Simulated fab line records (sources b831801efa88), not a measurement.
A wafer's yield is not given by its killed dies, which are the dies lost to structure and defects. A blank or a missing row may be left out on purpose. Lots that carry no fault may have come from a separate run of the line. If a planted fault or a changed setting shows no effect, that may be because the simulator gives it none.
What tool caused it? + flow sky130 + 11 lots with 33 wafers sampled at 5 steps, on a route of 708 steps

## WHAT EACH GAUGE READ, for each wafer
The record lacks any reading of a measuring or inspecting step that a usual standard deviation could be used to judge.

## TOOL THAT RAN EACH LOT (tool first, then ch and the chambers of the sampled wafers, then the start)
| lot  | SKY_VIA3_ETCH_15                  | SKY_METAL4_SPUTTER_04       | SKY_CAP2M_SPUTTER_02        | SKY_CAP2M_METAL_ETCH_13          | SKY_METAL4_ETCH_17                |
|------|-----------------------------------|-----------------------------|-----------------------------|----------------------------------|-----------------------------------|
| L672 | rieDiel-02 ch 1,3, day 41 03:02   | pvdSputter-04, day 41 04:28 | pvdSputter-02, day 41 04:36 | rieMetal-04 ch 0,1, day 42 03:41 | rieDiel-04 ch 0,1, day 43 03:38   |
| L673 | rieDiel-04 ch 1,2, day 41 12:05   | pvdSputter-01, day 41 13:31 | pvdSputter-04, day 41 13:40 | rieMetal-04 ch 0,1, day 42 12:51 | rieDiel-03 ch 2,3, day 43 12:42   |
| L674 | rieDiel-04 ch 0,2,3, day 41 16:30 | pvdSputter-04, day 41 17:56 | pvdSputter-02, day 41 18:04 | rieMetal-03 ch 0,1, day 42 17:15 | rieDiel-04 ch 1,2,3, day 43 16:26 |
| L675 | rieDiel-01 ch 0,3, day 41 16:43   | pvdSputter-04, day 41 18:14 | pvdSputter-02, day 41 18:22 | rieMetal-04 ch 0,1, day 42 17:29 | rieDiel-01 ch 1,2,3, day 43 17:58 |
| L677 | rieDiel-04 ch 0,2, day 42 05:36   | pvdSputter-04, day 42 07:01 | pvdSputter-02, day 42 07:09 | rieMetal-04 ch 0,1, day 43 05:12 | rieDiel-01 ch 0,2,3, day 44 04:52 |
| L680 | rieDiel-01 ch 0,2,3, day 43 02:22 | pvdSputter-01, day 43 03:55 | pvdSputter-03, day 43 04:04 | rieMetal-03 ch 0,1, day 44 02:59 | rieDiel-04 ch 0,2,3, day 45 01:40 |
| L681 | rieDiel-02 ch 1,2, day 43 03:48   | pvdSputter-01, day 43 05:13 | pvdSputter-02, day 43 05:21 | rieMetal-04 ch 0,1, day 44 03:56 | rieDiel-01 ch 1,2, day 45 02:38   |
| L682 | rieDiel-04 ch 0,3, day 43 12:44   | pvdSputter-04, day 43 14:09 | pvdSputter-02, day 43 14:18 | rieMetal-04 ch 0,1, day 44 12:59 | rieDiel-03 ch 0,2,3, day 45 10:43 |
| L689 | rieDiel-02 ch 2,3, day 45 19:28   | pvdSputter-03, day 45 20:56 | pvdSputter-03, day 45 21:04 | rieMetal-02 ch 0,1, day 46 17:45 | rieDiel-01 ch 0,1, day 47 14:21   |
| L691 | rieDiel-04 ch 0,1,2, day 45 23:20 | pvdSputter-04, day 46 00:46 | pvdSputter-03, day 46 00:56 | rieMetal-04 ch 0,1, day 46 21:20 | rieDiel-01 ch 2,3, day 47 18:27   |
| L690 | rieDiel-01 ch 2,3, day 45 23:42   | pvdSputter-01, day 46 01:07 | pvdSputter-02, day 46 01:15 | rieMetal-02 ch 1, day 46 21:39   | rieDiel-04 ch 0,1, day 47 18:47   |
- SKY_VIA3_ETCH_15: etches SiO2 in C4F8/O2/Ar, stops on TiN, target depth 507 nm, time 78 s.
- SKY_METAL4_SPUTTER_04: material TiN, target thk 70 nm, time 58.3 s.
- SKY_CAP2M_SPUTTER_02: material TiN, target thk 200 nm, time 166.7 s.
- SKY_CAP2M_METAL_ETCH_13: etches TiN in Cl2/BCl3, stops on SiO2, target depth 220 nm, time 62.9 s.
- SKY_METAL4_ETCH_17: etches SiO2 in C4F8/O2/Ar, stops on TiN, time 3.9 s, target depth 15 nm.

## WHAT THE TOOLS THEMSELVES READ (means of the sampled wafers that have a number; where no wafer has one, the mark that the record gives instead)
SKY_VIA3_ETCH_15. Usual: oesProductAu 0.946 a.u., standard deviation 0.0049; runLengthS 106.2 s, standard deviation 0.35.
| lot  | tool       | oesProductAu (a.u.) | runLengthS (s) | flag |
|------|------------|---------------------|----------------|------|
| L672 | rieDiel-02 | 0.942               | 105.9          |      |
| L673 | rieDiel-04 | 0.950               | 106.3          |      |
| L674 | rieDiel-04 | 0.949               | 106.3          |      |
| L675 | rieDiel-01 | 0.945               | 106.0          |      |
| L677 | rieDiel-04 | 0.942               | 106.6          |      |
| L680 | rieDiel-01 | 0.947               | 106.0          |      |
| L681 | rieDiel-02 | 0.945               | 106.4          |      |
| L682 | rieDiel-04 | 0.941               | 106.2          |      |
| L689 | rieDiel-02 | 0.946               | 106.0          |      |
| L691 | rieDiel-04 | 0.942               | 106.2          |      |
| L690 | rieDiel-01 | 0.943               | 105.5          |      |

SKY_METAL4_SPUTTER_04. Usual: 29.9 % for throttleValvePct, sd 0.97.
| lot  | tool          | throttleValvePct (%) | flag |
|------|---------------|----------------------|------|
| L672 | pvdSputter-04 | 30.0                 |      |
| L673 | pvdSputter-01 | 29.1                 |      |
| L674 | pvdSputter-04 | 30.7                 |      |
| L675 | pvdSputter-04 | 30.8                 |      |
| L677 | pvdSputter-04 | 30.8                 |      |
| L680 | pvdSputter-01 | 29.1                 |      |
| L681 | pvdSputter-01 | 29.2                 |      |
| L682 | pvdSputter-04 | 30.7                 |      |
| L689 | pvdSputter-03 | 29.5                 |      |
| L691 | pvdSputter-04 | 31.3                 |      |
| L690 | pvdSputter-01 | 28.5                 |      |

SKY_CAP2M_SPUTTER_02. Usual: 29.8 % for throttleValvePct, sd 0.9.
| lot  | tool          | throttleValvePct (%) | flag |
|------|---------------|----------------------|------|
| L672 | pvdSputter-02 | 29.2                 |      |
| L673 | pvdSputter-04 | 29.8                 |      |
| L674 | pvdSputter-02 | 29.4                 |      |
| L675 | pvdSputter-02 | 29.4                 |      |
| L677 | pvdSputter-02 | 30.1                 |      |
| L680 | pvdSputter-03 | 29.4                 |      |
| L681 | pvdSputter-02 | 29.9                 |      |
| L682 | pvdSputter-02 | 29.5                 |      |
| L689 | pvdSputter-03 | 29.5                 |      |
| L691 | pvdSputter-03 | 29.4                 |      |
| L690 | pvdSputter-02 | 30.7                 |      |

SKY_CAP2M_METAL_ETCH_13. Usual: drypumpMotorCurrentA 5.6 A, standard deviation 0.44; oesProductAu 0.943 a.u., standard deviation 0.0074; runLengthS 91.3 s, standard deviation 0.35; throttleValvePct 21.902 %, standard deviation 0.0096.
| lot  | tool        | drypumpMotorCurrentA (A) | oesProductAu (a.u.) | runLengthS (s) | throttleValvePct (%) | flag |
|------|-------------|--------------------------|---------------------|----------------|----------------------|------|
| L672 | rieMetal-04 | 5.7                      | 0.929               | 91.2           | 21.913               |      |
| L673 | rieMetal-04 | 5.7                      | 0.940               | 91.4           | 21.905               |      |
| L674 | rieMetal-03 | 5.8                      | 0.934               | 91.6           | 21.900               |      |
| L675 | rieMetal-04 | 5.3                      | 0.952               | 91.1           | 21.890               |      |
| L677 | rieMetal-04 | 5.7                      | 0.953               | 91.4           | 21.887               |      |
| L680 | rieMetal-03 | 5.9                      | 0.947               | 91.5           | 21.906               |      |
| L681 | rieMetal-04 | 5.4                      | 0.908               | 94.9           | 21.924               | OFF  |
| L682 | rieMetal-04 | 5.4                      | 0.900               | 95.3           | 21.926               | OFF  |
| L689 | rieMetal-02 | 5.5                      | 0.937               | 91.0           | 21.908               |      |
| L691 | rieMetal-04 | 5.4                      | 0.948               | 91.1           | 21.903               |      |
| L690 | rieMetal-02 | 5.2                      | 0.946               | 91.3           | 21.901               |      |

SKY_METAL4_ETCH_17. Usual: 0.756 a.u. for oesProductAu, sd 0.0079.
| lot  | tool       | oesProductAu (a.u.) | flag |
|------|------------|---------------------|------|
| L672 | rieDiel-04 | 0.760               |      |
| L673 | rieDiel-03 | 0.738               |      |
| L674 | rieDiel-04 | 0.753               |      |
| L675 | rieDiel-01 | 0.757               |      |
| L677 | rieDiel-01 | 0.750               |      |
| L680 | rieDiel-04 | 0.758               |      |
| L681 | rieDiel-01 | 0.723               | OFF  |
| L682 | rieDiel-03 | 0.737               |      |
| L689 | rieDiel-01 | 0.757               |      |
| L691 | rieDiel-01 | 0.760               |      |
| L690 | rieDiel-04 | 0.758               |      |

## THE ANSWER, worked out from the rows above alone
Rule: a lot counts as off when the mean over its wafers that have a number is more than 3 standard deviations away from the usual mean. Also off: a lot with no number at a reading for which 4 or more lots have one. Any other lot the step has rows for is counted as sound. After the gauges, taken in route order, come the tools' own readings; for these a lot's mean is taken, as printed above. At the first step where some lot is off, the reading lying furthest off is the one used; lots without a number count as furthest.
Off: L681, L682, at SKY_CAP2M_METAL_ETCH_13 (runLengthS).
If a tool, at that step or one of the process steps before it, ran each lot that is off and ran no sound lot following the first of them, it fits. None of those tried fits.

## WHAT THE SIMULATOR PUT IN
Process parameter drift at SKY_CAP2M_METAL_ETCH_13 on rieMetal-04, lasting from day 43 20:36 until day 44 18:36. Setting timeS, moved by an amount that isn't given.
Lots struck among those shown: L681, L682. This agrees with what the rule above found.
